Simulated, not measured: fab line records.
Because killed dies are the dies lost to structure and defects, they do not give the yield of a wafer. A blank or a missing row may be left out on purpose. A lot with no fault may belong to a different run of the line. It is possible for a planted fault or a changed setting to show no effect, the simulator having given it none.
The tool behind it: which one? -- flow sky130 -- 12 lots, 36 wafers sampled, at 5 steps of a route of 708

WHAT EACH GAUGE READ, for each wafer
SKY_POLY_GATE_THK_MEAS_04. Usual: POLY_GATE_CVD_03_THK typically reads 74.6 nm, with standard deviation 0.69.
lot,measured,on,POLY_GATE_CVD_03_THK (nm),flag
L769,day 15 04:34,film-metro-03,75.1 74.3 75.1,
L770,day 15 22:57,film-metro-01,73.5 74.0 73.8,
L772,day 16 15:37,film-metro-03,75.4 75.8 75.6,
L773,day 17 18:56,film-metro-02,74.6 74.6 74.7,
L775,day 17 22:05,film-metro-02,75.4 76.0 74.9,
L777,day 18 12:00,film-metro-02,74.8 74.7 74.0,
L776,day 18 14:24,film-metro-03,74.2 74.6 74.6,
L780,day 19 07:59,film-metro-01,75.1 74.3 74.4,
L784,day 20 21:49,film-metro-02,75.0 74.1 74.1,
L785,day 21 01:37,film-metro-01,73.9 74.1 74.0,
L786,day 21 13:11,film-metro-01,74.9 74.1 74.1,
L790,day 23 05:12,film-metro-01,74.1 74.7 74.8,

SKY_LDD_HVN_OVL_MEAS_07. Usual: LDD_HVN_OVL typically reads -1.0 nm, with standard deviation 1.7.
lot,measured,on,LDD_HVN_OVL (nm),flag
L769,day 20 06:34,overlay-01,-0.2 -1.0 -1.8,
L770,day 21 04:54,overlay-02,1.8 0.9 0.7,
L772,day 21 20:04,overlay-02,-3.1 -1.2 -2.2,
L773,day 23 00:37,overlay-02,1.0 1.4 -1.3,
L775,day 23 03:21,overlay-01,-1.7 0.1 -0.9,
L777,day 23 18:13,overlay-01,-1.9 -1.5 -2.2,
L776,day 23 23:01,overlay-02,-3.1 -0.8 -0.8,
L780,day 24 13:40,overlay-01,-3.0 -1.6 -3.7,
L784,day 26 01:07,overlay-02,1.0 -0.3 -0.4,
L785,day 26 05:10,overlay-02,0.0 0.1 0.1,
L786,day 26 14:52,overlay-02,0.9 -0.6 0.7,
L790,day 28 05:28,overlay-02,-3.5 -2.5 -3.3,

SKY_LDD_HVN_TW_MEAS_10. Usual: LDD_HVN_TW typically reads 1438, with standard deviation 8.8.
lot,measured,on,LDD_HVN_TW,flag
L769,day 20 06:51,film-metro-01,1445 1455 1454,
L770,day 21 05:11,film-metro-03,1450 1445 1447,
L772,day 21 20:21,film-metro-03,1448 1452 1446,
L773,day 23 00:55,film-metro-01,1434 1433 1426,
L775,day 23 03:38,film-metro-02,1435 1434 1437,
L777,day 23 18:31,film-metro-01,1432 1424 1433,
L776,day 23 23:18,film-metro-01,1435 1429 1429,
L780,day 24 13:57,film-metro-01,1434 1428 1443,
L784,day 26 01:25,film-metro-02,1443 1448 1435,
L785,day 26 05:28,film-metro-01,2925 2939 2926,OFF
L786,day 26 15:09,film-metro-02,2928 2928 2933,OFF
L790,day 28 05:45,film-metro-02,1437 1442 1443,

WHICH TOOL RAN EACH LOT (tool, then ch and the chambers of the sampled wafers, then the start)
lot,SKY_POLY_GATE_STRIP_18,SKY_LDD_HVN_IMPLANT_08
L769,"plasma-asher-03 ch 0,1, day 16 09:02","implanter-01 ch 0, day 20 06:36"
L770,"plasma-asher-03 ch 0,1, day 17 04:14","implanter-03 ch 0, day 21 04:56"
L772,"plasma-asher-04 ch 0,1, day 17 20:13","implanter-04 ch 0, day 21 20:07"
L773,"plasma-asher-02 ch 1, day 19 01:30","implanter-01 ch 0, day 23 00:40"
L775,"plasma-asher-03 ch 0,1, day 19 04:40","implanter-03 ch 0, day 23 03:23"
L777,"plasma-asher-03 ch 0,1, day 19 19:18","implanter-03 ch 0, day 23 18:16"
L776,"plasma-asher-02 ch 0,1, day 19 22:10","implanter-04 ch 0, day 23 23:04"
L780,"plasma-asher-02 ch 0,1, day 20 15:24","implanter-04 ch 0, day 24 13:43"
L784,"plasma-asher-02 ch 0,1, day 22 05:07","implanter-04 ch 0, day 26 01:12"
L785,"plasma-asher-03 ch 0,1, day 22 09:10","implanter-04 ch 0, day 26 05:14"
L786,"plasma-asher-02 ch 0,1, day 22 19:22","implanter-04 ch 0, day 26 14:55"
L790,"plasma-asher-04 ch 0,1, day 24 11:26","implanter-01 ch 0, day 28 05:31"
- SKY_POLY_GATE_STRIP_18: strips in O2/N2.
- SKY_LDD_HVN_IMPLANT_08

WHAT THE TOOLS THEMSELVES READ (means of the sampled wafers that have a number; where no wafer has one, the mark that the record gives instead)
SKY_POLY_GATE_STRIP_18. Usual: drypump-motor-current-A 5.36 A, standard deviation 0.28; o2-flow-sccm 3001 sccm, standard deviation 9.5; oes-product-au 0.361 a.u., standard deviation 0.0043; strip-time-to-endpoint-s 3.17 s, standard deviation 0.035.
lot,tool,drypump-motor-current-A (A),o2-flow-sccm (sccm),oes-product-au (a.u.),strip-time-to-endpoint-s (s),flag
L769,plasma-asher-03,5.26,2996,0.361,3.14,
L770,plasma-asher-03,5.26,2997,0.364,3.20,
L772,plasma-asher-04,5.59,2997,0.361,3.14,
L773,plasma-asher-02,5.73,3001,0.361,3.17,
L775,plasma-asher-03,5.26,2998,0.362,3.18,
L777,plasma-asher-03,5.25,2995,0.363,3.17,
L776,plasma-asher-02,5.50,3012,0.363,3.18,
L780,plasma-asher-02,5.27,2998,0.363,3.18,
L784,plasma-asher-02,5.52,3001,0.360,3.18,
L785,plasma-asher-03,5.26,3005,0.362,3.17,
L786,plasma-asher-02,5.50,3007,0.367,3.19,
L790,plasma-asher-04,5.37,3001,0.365,3.21,

SKY_LDD_HVN_IMPLANT_08. Usual: beam-on-s 10.01 s, standard deviation 0.21; dose-ions-cm2 3.001e+13, standard deviation 3.4e+10; end-station-pressure-torr 5.11e-06 Torr, standard deviation 2.5e-07; faraday-current-uA 169, standard deviation 3.5.
lot,tool,beam-on-s (s),dose-ions-cm2,end-station-pressure-torr (Torr),faraday-current-uA,flag
L769,implanter-01,9.87,3.000e+13,4.91e-06,172,
L770,implanter-03,9.81,3.009e+13,5.47e-06,172,
L772,implanter-04,9.96,3.000e+13,5.23e-06,171,
L773,implanter-01,9.98,3.001e+13,5.21e-06,170,
L775,implanter-03,9.84,2.999e+13,5.12e-06,171,
L777,implanter-03,10.10,3.000e+13,5.41e-06,168,
L776,implanter-04,10.00,2.997e+13,5.29e-06,170,
L780,implanter-04,9.89,3.000e+13,5.03e-06,171,
L784,implanter-04,10.10,3.004e+13,5.15e-06,168,
L785,implanter-04,12.61,3.084e+14,5.82e-06,1375,OFF
L786,implanter-04,12.81,3.084e+14,6.00e-06,1354,OFF
L790,implanter-01,10.02,3.001e+13,5.21e-06,169,

THE ANSWER, worked out from the rows above alone
Rule: take the mean of a lot's wafers that have a number; if it is more than 3 standard deviations from the usual mean, the lot is off. Also off: a lot with no number at a reading for which 4 or more lots have one. All remaining lots with rows at the step are treated as sound. After the gauges, taken in route order, come the tools' own readings; for these a lot's mean is taken, as printed above. The first step at which some lot is off is used, and at that step the reading that is off furthest; a lot without a number counts as furthest.
Off: at SKY_LDD_HVN_TW_MEAS_10 (LDD_HVN_TW), L785, L786.
A tool fits if, at a process step before that reading, it ran every lot that is off, and no sound lot after the first of them. The gauges at SKY_LDD_HVN_TW_MEAS_10 aren't tried: what is off there is off at SKY_LDD_HVN_IMPLANT_08 too, on other tools, and a gauge's error can't cause that. One fits: implanter-04 at SKY_LDD_HVN_IMPLANT_08. Its last sound lot is L784 (day 26 01:12), its first lot that is off L785 (day 26 05:14): a fault that began between those two fits.
The tool's own readings at SKY_LDD_HVN_IMPLANT_08 bear it out: on the lots that are off they differ by more than 5 times the standard deviation of the sound lots' means. beam-on-s reads 12.71 s there against 9.96 s on the sound lots; dose-ions-cm2 reads 3.084e+14 there against 3.001e+13 on the sound lots; faraday-current-uA reads 1364 there against 170 on the sound lots.

WHAT HAD BEEN PUT IN BY THE SIMULATOR
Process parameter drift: implanter-04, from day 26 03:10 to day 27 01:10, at SKY_LDD_HVN_IMPLANT_08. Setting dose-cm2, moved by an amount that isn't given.
Lots struck among those shown: L785, L786. The same result came from the rule above.
